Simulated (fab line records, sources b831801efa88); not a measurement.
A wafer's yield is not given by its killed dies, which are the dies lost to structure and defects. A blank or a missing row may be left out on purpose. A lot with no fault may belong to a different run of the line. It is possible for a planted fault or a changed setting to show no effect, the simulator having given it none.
Struck lot and sound lot, side by side -- flow sky130 -- 35 out of 708 route steps
Sound: these wafers, L709.1, L709.3, L709.6. Struck: wafers L717.3, L717.4, L717.6. The cause comes at the end.
Order at every step that has rows: each side's tool, ch and its chambers, its first start. Under that, the readings that differ: sound wafers -- struck wafers -- difference of the means -- sigmas: that difference in standard deviations of wafers without a fault.
alike: same words and numbers on both sides, and readings whose means sit less than 2 such deviations apart. not compared: any withheld reading, any reading some wafer has no value for, any bound like >300 that may hide the same value, and any number with overlapping values for which the record gives no deviation.
The two part at a step that has a row with sigmas, a row that says differs or no value, or rows on one side only. When numbers do not overlap yet have no deviation, they are printed without sigmas and do not part them. A reading that every wafer of one side lacks parts them only if that side has two wafers or more.

SKY_SD_P_CD_MEAS_07 targets a cd of 380 nm.
  sound: cd-sem-02 at day 26 01:35; struck: cd-sem-01 at day 29 00:42
  alike: cd-nm
SKY_SD_P_OVL_MEAS_08:
  sound: overlay-01 at day 26 01:42; struck: overlay-01 at day 29 00:47
  alike: SD_P_OVL
then, 1 step without rows for these wafers: SKY_SD_P_IMPLANT_09.
SKY_SD_P_STRIP_10: strips in O2/N2.
  sound on plasma-asher-04 ch 0,1, day 26 01:53; struck on plasma-asher-04 ch 0,1, day 29 00:59
  alike: drypump-motor-current-A, oes-product-au, strip-time-to-endpoint-s
  not compared: rf-hours-counter-h
SKY_SD_P_TW_MEAS_11:
  sound: film-metro-03 at day 26 01:59; struck: film-metro-02 at day 29 01:05
reading,sound,struck,difference,sigmas
SD_P_TW,2839 2829 2870,2792 2798 2802,-49,-3
then, 7 steps without rows for these wafers: SKY_RES_XHIGH_DEHYDRATE_00 (time 60 s); SKY_RES_XHIGH_HMDS_01 (prime time 60 s); SKY_RES_XHIGH_COAT_02 (resist thk 1140 nm); SKY_RES_XHIGH_SOFTBAKE_03 (time 60 s); SKY_RES_XHIGH_EXPOSE_04 (exposes mask URPM, target cd 1270 nm); SKY_RES_XHIGH_PEB_05; SKY_RES_XHIGH_DEVELOP_06 (develop time 60 s).
SKY_RES_XHIGH_IMPLANT_07:
  sound on implanter-01 ch 0, day 27 06:29; struck on implanter-01 ch 0, day 30 04:12
SKY_RES_XHIGH_STRIP_08: strips in O2/N2.
  sound on plasma-asher-02 ch 0, day 27 06:38; struck on plasma-asher-02 ch 0,1, day 30 04:20
reading,sound,struck,difference,sigmas
oes-product-au (a.u.),0.721 0.713 0.712,0.690 0.685 0.685,-0.029,-7
strip-time-to-endpoint-s (s),14.24 14.24 14.25,15.08 15.07 15.04,+0.82,+23
  alike: drypump-motor-current-A
  not compared: rf-hours-counter-h
SKY_RES_XHIGH_TW_MEAS_09:
  sound: film-metro-03 at day 27 06:44; struck: film-metro-03 at day 30 04:25
reading,sound,struck,difference,sigmas
RES_XHIGH_TW,1646 1640 1643,2022 2021 2008,+374,+39
then, 7 steps without rows for these wafers: SKY_SD_N_DEHYDRATE_00 (time 60 s); SKY_SD_N_HMDS_01 (prime time 60 s); SKY_SD_N_COAT_02 (resist thk 1140 nm); SKY_SD_N_SOFTBAKE_03 (time 60 s); SKY_SD_N_EXPOSE_04 (exposes mask NSDM, target cd 380 nm); SKY_SD_N_PEB_05; SKY_SD_N_DEVELOP_06 (develop time 60 s).
SKY_SD_N_CD_MEAS_07 targets a cd of 380 nm.
  sound: cd-sem-01 at day 28 11:28; struck: cd-sem-01 at day 31 08:00
  alike: cd-nm
SKY_SD_N_OVL_MEAS_08:
  sound: overlay-02 at day 28 11:35; struck: overlay-01 at day 31 08:05
  alike: SD_N_OVL
then, 2 steps without rows for these wafers: SKY_SD_N_IMPLANT_09; SKY_SD_N_IMPLANT_10.
SKY_SD_N_STRIP_11: strips in O2/N2.
  sound on plasma-asher-03 ch 0,1, day 28 11:55; struck on plasma-asher-02 ch 0,1, day 31 08:26
reading,sound,struck,difference,sigmas
drypump-motor-current-A (A),5.8 6.7 6.7,5.7 5.4 5.7,-0.8,-2
  alike: oes-product-au, strip-time-to-endpoint-s
  not compared: rf-hours-counter-h
SKY_SD_N_TW_MEAS_12:
  sound: film-metro-01 at day 28 12:01; struck: film-metro-01 at day 31 08:32
  alike: SD_N_TW
then, 1 step without rows for these wafers: SKY_SD_N_CLEAN_13 (cleans in SC1/SC2, time 150 s).
SKY_SD_N_RTA_14: time 2 s.
  sound on rtp-anneal-02 ch 0, day 28 12:07; struck on rtp-anneal-02 ch 0, day 31 08:38
  alike: lamp-power-pct, wafer_temp_C_max
SKY_SD_N_RS_MEAS_16: measurement is done with a four-point probe.
  sound: film-metro-02 at day 28 12:17; struck: film-metro-03 at day 31 08:50
reading,sound,struck,difference,sigmas
SD_N_RS (ohm/sq),68.82 68.74 68.73,68.41 68.58 68.50,-0.27,-2
SKY_SD_N_RS_MEAS_17: measurement is done with a four-point probe.
  sound: film-metro-02 at day 28 12:25; struck: film-metro-03 at day 31 08:57
  alike: SD_P_RS
SKY_SD_N_RS_MEAS_18: measurement is done with a four-point probe.
  sound: film-metro-02 at day 28 12:32; struck: film-metro-03 at day 31 09:04
reading,sound,struck,difference,sigmas
RES_XHIGH_RS (ohm/sq),334.3 333.9 333.8,203.3 203.4 203.9,-130.5,-99 or more
then, 1 step without rows for these wafers: SKY_SALICIDE_CLEAN_00 (cleans in HF-last, time 30 s).
-- the record jumps here: 17 days lie between the struck wafers' starts before and after (it left off in module SALICIDE and takes up again in module PAD_OPEN, whose first step shown is number 708 of the route) --
SKY_PAD_OPEN_PROBE_99:
  sound: prober-01 at day 46 08:19; struck: prober-01 at day 48 09:23
reading,sound,struck,difference,sigmas
model.etest.res-xhigh-po.line-ohm-um,5953 5751 5863,1820 1816 1902,-4010,
model.etest.res-xhigh-po.rs-ohm-sq,2044 2035 2049,645.3 638 663.5,-1393.7,
model.etest.res-xhigh-po.rs-ohm-sq-range,56.02 36.86 52.33,14.18 9.922 8.544,-37.52,
model.etest.res-xhigh-po.rs-ohm-sq-rim-less-centre,-43.19 -9.55 -27.4,-2.708 5.12 1.734,+28.095,
  alike: killed_at_M0_to_M3, killed_at_M4_up, killed-at-contacts, killed-at-front-end, killed-at-other, killed-dies, killed-on-rim, killed-open, killed-short

WHERE THEY PART
Last at SKY_SD_N_RS_MEAS_18 as far as this record goes, first at SKY_SD_P_TW_MEAS_11. Later steps at which nothing parts them and some readings are alike: SKY_PAD_OPEN_PROBE_99.

WHY: what had been put in by the simulator
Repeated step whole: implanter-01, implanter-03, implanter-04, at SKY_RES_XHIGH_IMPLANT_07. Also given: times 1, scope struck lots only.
